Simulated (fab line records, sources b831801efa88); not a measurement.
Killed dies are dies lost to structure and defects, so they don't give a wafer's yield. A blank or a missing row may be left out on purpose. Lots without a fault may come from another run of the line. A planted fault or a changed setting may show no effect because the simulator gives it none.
Which tool did it? | flow sky130 | 9 lots, 27 wafers sampled, at 6 steps of a route of 708

WHAT THE GAUGES READ, wafer by wafer
SKY_CAP2M_RS_MEAS_03: measures by four-point-probe.
lot  | measured     | on            | CAP2M_TIN_RS (ohm/sq)
L522 | day 39 21:23 | film_metro-02 | 7.03 6.87 6.96
L523 | day 40 03:04 | film_metro-03 | 7.01 6.91 7.00
L524 | day 41 22:47 | film_metro-02 | 7.08 6.96 6.88
L528 | day 41 23:43 | film_metro-03 | 6.83 6.93 6.90
L530 | day 43 10:58 | film_metro-01 | 8.09 8.10 8.02
L531 | day 43 12:05 | film_metro-02 | 7.81 7.89 8.05
L534 | day 43 15:55 | film_metro-01 | 6.91 6.97 6.91
L535 | day 43 21:59 | film_metro-01 | 6.87 6.86 6.89
L539 | day 44 14:58 | film_metro-01 | 6.95 7.06 7.03

SKY_CAP2M_THK_MEAS_04: measures by xrf.
lot  | measured     | on            | CAP2M_TIN_THK (nm)
L522 | day 39 21:29 | film_metro-02 | 196.9 200.4 197.3
L523 | day 40 03:10 | film_metro-03 | 198.2 201.2 198.9
L524 | day 41 22:54 | film_metro-02 | 195.3 198.0 202.0
L528 | day 41 23:49 | film_metro-03 | 203.7 200.8 201.3
L530 | day 43 11:03 | film_metro-01 | 169.7 169.7 172.1
L531 | day 43 12:11 | film_metro-02 | 176.2 175.5 171.8
L534 | day 43 16:02 | film_metro-01 | 197.8 197.6 198.0
L535 | day 43 22:06 | film_metro-01 | 200.1 199.7 199.5
L539 | day 44 15:05 | film_metro-01 | 199.2 194.8 195.4

WHICH TOOL RAN EACH LOT (tool, then ch and the chambers of the sampled wafers, then the start)
lot  | SKY_METAL3_SPUTTER_00        | SKY_VIA3_ETCH_14                   | SKY_METAL4_SPUTTER_01        | SKY_CAP2M_SPUTTER_02
L522 | pvd_sputter-03, day 36 11:19 | rie_diel-03 ch 0,3, day 39 19:31   | pvd_sputter-01, day 39 21:01 | pvd_sputter-02, day 39 21:14
L523 | pvd_sputter-01, day 36 17:05 | rie_diel-02 ch 0,1,3, day 40 01:16 | pvd_sputter-04, day 40 02:42 | pvd_sputter-02, day 40 02:55
L524 | pvd_sputter-02, day 38 17:32 | rie_diel-03 ch 0,1,2, day 41 21:04 | pvd_sputter-04, day 41 22:27 | pvd_sputter-02, day 41 22:40
L528 | pvd_sputter-03, day 38 17:53 | rie_diel-01 ch 0,1, day 41 21:56   | pvd_sputter-01, day 41 23:21 | pvd_sputter-03, day 41 23:34
L530 | pvd_sputter-02, day 40 07:34 | rie_diel-02 ch 0,1,2, day 43 09:11 | pvd_sputter-01, day 43 10:34 | pvd_sputter-02, day 43 10:47
L531 | pvd_sputter-02, day 40 08:20 | rie_diel-01 ch 2,3, day 43 10:19   | pvd_sputter-01, day 43 11:42 | pvd_sputter-02, day 43 11:55
L534 | pvd_sputter-02, day 40 12:13 | rie_diel-03 ch 0,2, day 43 14:13   | pvd_sputter-04, day 43 15:35 | pvd_sputter-03, day 43 15:49
L535 | pvd_sputter-01, day 40 19:21 | rie_diel-02 ch 2,3, day 43 20:16   | pvd_sputter-04, day 43 21:38 | pvd_sputter-01, day 43 21:52
L539 | pvd_sputter-03, day 41 13:33 | rie_diel-03 ch 0,1,3, day 44 13:13 | pvd_sputter-04, day 44 14:38 | pvd_sputter-03, day 44 14:52
- SKY_METAL3_SPUTTER_00: material Ti, target thk 15 nm, time 10 s.
- SKY_VIA3_ETCH_14: etches BARC in N2/H2, stops on SiO2, time 45.9 s, target depth 60 nm.
- SKY_METAL4_SPUTTER_01: material TiN, target thk 20 nm, time 16.32 s.
- SKY_CAP2M_SPUTTER_02: material TiN, target thk 200 nm, time 166.7 s.

WHAT THE TOOLS THEMSELVES READ (means of the sampled wafers that have a number; where no wafer has one, the mark that the record gives instead)
SKY_METAL3_SPUTTER_00.
lot  | tool           | throttle_valve_pct (%)
L522 | pvd_sputter-03 | 28.8
L523 | pvd_sputter-01 | 29.4
L524 | pvd_sputter-02 | 31.7
L528 | pvd_sputter-03 | 29.6
L530 | pvd_sputter-02 | 30.3
L531 | pvd_sputter-02 | 30.3
L534 | pvd_sputter-02 | 30.8
L535 | pvd_sputter-01 | 29.6
L539 | pvd_sputter-03 | 29.1

SKY_VIA3_ETCH_14.
lot  | tool        | bias_w (W) | drypump_motor_current_A (A) | oes_product_au (a.u.) | rf_fwd_power_W (W) | throttle_valve_pct (%)
L522 | rie_diel-03 | 100.05     | 5.9                         | 0.851                 | 495.4              | 13.225
L523 | rie_diel-02 | 100.03     | 5.9                         | 0.853                 | 496.5              | 13.219
L524 | rie_diel-03 | 100.12     | 6.1                         | 0.855                 | 496.6              | 13.223
L528 | rie_diel-01 | 100.22     | 5.4                         | 0.853                 | 495.3              | 13.221
L530 | rie_diel-02 | 99.92      | 5.7                         | 0.852                 | 496.4              | 13.226
L531 | rie_diel-01 | 99.97      | 5.4                         | 0.852                 | 494.0              | 13.222
L534 | rie_diel-03 | 100.05     | 6.4                         | 0.856                 | 495.6              | 13.229
L535 | rie_diel-02 | 99.88      | 6.1                         | 0.855                 | 496.8              | 13.231
L539 | rie_diel-03 | 99.88      | 5.9                         | 0.854                 | 496.4              | 13.223

SKY_METAL4_SPUTTER_01.
lot  | tool           | throttle_valve_pct (%)
L522 | pvd_sputter-01 | 29.8
L523 | pvd_sputter-04 | 30.0
L524 | pvd_sputter-04 | 29.7
L528 | pvd_sputter-01 | 29.5
L530 | pvd_sputter-01 | 29.8
L531 | pvd_sputter-01 | 29.7
L534 | pvd_sputter-04 | 29.6
L535 | pvd_sputter-04 | 29.9
L539 | pvd_sputter-04 | 30.4

SKY_CAP2M_SPUTTER_02.
lot  | tool           | throttle_valve_pct (%)
L522 | pvd_sputter-02 | 31.6
L523 | pvd_sputter-02 | 30.3
L524 | pvd_sputter-02 | 31.1
L528 | pvd_sputter-03 | 28.7
L530 | pvd_sputter-02 | 31.1
L531 | pvd_sputter-02 | 29.9
L534 | pvd_sputter-03 | 28.9
L535 | pvd_sputter-01 | 29.3
L539 | pvd_sputter-03 | 29.6

THE ANSWER, worked out from the rows above alone
Rule: what is usual is taken from the lots themselves. Put in order of their means at a reading, lots are off if they are a third of the lots or fewer, leave a main group of 4 or more, and stand apart from it by a gap of 3 or more times the standard deviation of the main group's means; of several such gaps the widest counts. A main group whose means are all the same, to the digits that the tables above print for the reading, isn't used. A lot without any number at a reading at which 4 lots or more have one is off too. The other lots that the step has rows for count as sound. The gauges are gone through in route order, then the tools' own readings, and for those a lot's mean is taken as printed above. The first step at which some lot is off is used, and at that step the reading that is off furthest; a lot without a number counts as furthest.
Off: L530, L531, at SKY_CAP2M_RS_MEAS_03 (CAP2M_TIN_RS). The main group: mean 6.94 ohm/sq, standard deviation 0.046.
A tool fits if, at a process step before that reading, it ran every lot that is off, and no sound lot after the first of them. The gauges at SKY_CAP2M_RS_MEAS_03 are tried like those tools. Can't be told from this: 2 tools fit, pvd_sputter-01 at SKY_METAL4_SPUTTER_01, pvd_sputter-02 at SKY_CAP2M_SPUTTER_02.

WHAT THE SIMULATOR HAD PUT IN
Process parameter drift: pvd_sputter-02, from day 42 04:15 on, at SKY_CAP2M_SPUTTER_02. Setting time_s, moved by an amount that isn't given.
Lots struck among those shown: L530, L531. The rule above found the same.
